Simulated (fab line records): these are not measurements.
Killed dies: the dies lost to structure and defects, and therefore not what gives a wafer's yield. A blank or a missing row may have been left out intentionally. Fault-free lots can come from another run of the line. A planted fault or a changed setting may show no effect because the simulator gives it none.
What tool caused it? ; flow gf180mcu ; Sampling: 12 lots, 36 wafers, 4 of 602 route steps

WHAT THE GAUGES SHOWED, per wafer
GF_HV_LDD_CD_MEAS_07: the cd target is 400 nm. Usual: cd-nm reads 400.4 nm (standard deviation 2.4).
lot;measured;on;cd-nm (nm);flag
L189;day 10 05:06;cd-sem-01;404.6 402.3 403.1;
L194;day 11 14:48;cd-sem-01;400.3 401.5 399.6;
L195;day 11 19:22;cd-sem-02;- - -;OFF
L196;day 12 05:20;cd-sem-02;- - -;OFF
L202;day 14 02:23;cd-sem-02;403.4 402.6 401.4;
L203;day 14 06:40;cd-sem-02;398.2 399.1 397.0;
L204;day 14 12:24;cd-sem-01;397.3 396.2 394.0;
L206;day 15 03:57;cd-sem-01;403.8 402.2 401.7;
L209;day 16 05:32;cd-sem-02;399.3 398.5 397.2;
L210;day 16 10:57;cd-sem-01;399.7 400.4 401.8;
L211;day 16 22:04;cd-sem-01;400.3 400.8 400.2;
L212;day 17 01:23;cd-sem-01;401.2 401.4 401.5;

GF_HV_LDD_TW_MEAS_23. Usual: HV_LDD_2_TW typically reads 1056, with standard deviation 10.
lot;measured;on;HV_LDD_2_TW;flag
L189;day 11 00:33;film-metro-04;1061 1060 1055;
L194;day 12 10:22;film-metro-04;1058 1057 1057;
L195;day 12 15:10;film-metro-04;2461 2460 2467;OFF
L196;day 13 01:12;film-metro-03;2460 2463 2465;OFF
L202;day 15 00:36;film-metro-04;1061 1061 1054;
L203;day 15 04:47;film-metro-01;1044 1051 1047;
L204;day 15 10:52;film-metro-01;1044 1047 1048;
L206;day 16 02:06;film-metro-03;1067 1068 1065;
L209;day 17 04:35;film-metro-01;1037 1046 1040;
L210;day 17 10:26;film-metro-03;1079 1075 1073;
L211;day 17 20:47;film-metro-01;1039 1042 1042;
L212;day 18 00:24;film-metro-03;1062 1068 1072;

GF_HV_LDD_TW_MEAS_38. Usual: HV_LDD_3_TW typically reads 1432, with standard deviation 16.
lot;measured;on;HV_LDD_3_TW;flag
L189;day 11 19:47;film-metro-04;1438 1439 1431;
L194;day 13 06:48;film-metro-03;1453 1448 1454;
L195;day 13 11:58;film-metro-01;2519 2508 2515;OFF
L196;day 13 22:17;film-metro-04;2525 2544 2540;OFF
L202;day 15 23:16;film-metro-01;1419 1422 1424;
L203;day 16 03:03;film-metro-01;1411 1418 1409;
L204;day 16 11:28;film-metro-03;1444 1446 1450;
L206;day 17 00:41;film-metro-03;1459 1461 1459;
L209;day 18 04:23;film-metro-04;1432 1428 1427;
L210;day 18 10:47;film-metro-03;1453 1453 1456;
L211;day 18 21:11;film-metro-01;1419 1417 1414;
L212;day 19 00:43;film-metro-01;1414 1410 1417;

WHAT TOOL EACH LOT RAN ON (gives the tool, then ch and the chambers of the sampled wafers, and finally the start)
lot;GF_HV_LDD_COAT_02
L189;litho-track-02 ch 0, day 9 20:11
L194;litho-track-04 ch 0, day 11 05:38
L195;litho-track-02, day 11 10:05
L196;litho-track-03, day 11 19:24
L202;litho-track-02 ch 0, day 13 14:58
L203;litho-track-04 ch 0, day 13 19:54
L204;litho-track-03 ch 0, day 14 01:58
L206;litho-track-02 ch 0, day 14 17:02
L209;litho-track-04 ch 0, day 15 18:00
L210;litho-track-02 ch 0, day 15 23:35
L211;litho-track-03 ch 0, day 16 10:22
L212;litho-track-02 ch 0, day 16 13:22
- GF_HV_LDD_COAT_02: resist thk 1000 nm.

AS READ BY THE TOOLS THEMSELVES (means over the sampled wafers that have a number; for cases with no such wafer, the mark the record gives instead)
GF_HV_LDD_COAT_02. Usual: chill-plate-temp-C 22.99 C, standard deviation 0.11; dispense-pressure-kPa 50.7 kPa, standard deviation 0.8; spin-speed-rpm 2999.8 rpm, standard deviation 1.7.
lot;tool;chill-plate-temp-C (C);dispense-pressure-kPa (kPa);spin-speed-rpm (rpm);flag
L189;litho-track-02;22.97;51.0;2999.7;
L194;litho-track-04;22.98;51.4;2998.2;
L195;litho-track-02;-;-;-;OFF
L196;litho-track-03;-;-;-;OFF
L202;litho-track-02;22.98;51.2;3000.0;
L203;litho-track-04;23.11;51.4;2997.1;
L204;litho-track-03;23.07;49.6;3000.8;
L206;litho-track-02;23.01;51.2;2999.5;
L209;litho-track-04;23.04;51.4;3001.3;
L210;litho-track-02;23.08;51.2;2999.7;
L211;litho-track-03;22.87;49.6;3001.4;
L212;litho-track-02;23.02;51.2;3000.4;

THE ANSWER, worked out from the rows above alone
Rule: take the mean of a lot's wafers that have a number; if it is more than 3 standard deviations from the usual mean, the lot is off. A lot without any number at a reading at which 4 lots or more have one is off too. Any other lot the step has rows for is counted as sound. First the gauges in route order, then the tools' own readings, where a lot's mean is used as printed above. At the first step where some lot is off, the reading lying furthest off is the one used; lots without a number count as furthest.
Off, at GF_HV_LDD_CD_MEAS_07 on cd-nm: L195, L196. Without a number there: L195, L196.
If a tool, at a process step before that reading, ran all the lots that are off and no sound lot after the first of them, it fits. The gauges at GF_HV_LDD_CD_MEAS_07 aren't tried: what is off there is off at GF_HV_LDD_TW_MEAS_23 too, on other tools, and a gauge's error can't cause that. Not one of the candidates tried fits.

WHAT HAD BEEN PUT IN BY THE SIMULATOR
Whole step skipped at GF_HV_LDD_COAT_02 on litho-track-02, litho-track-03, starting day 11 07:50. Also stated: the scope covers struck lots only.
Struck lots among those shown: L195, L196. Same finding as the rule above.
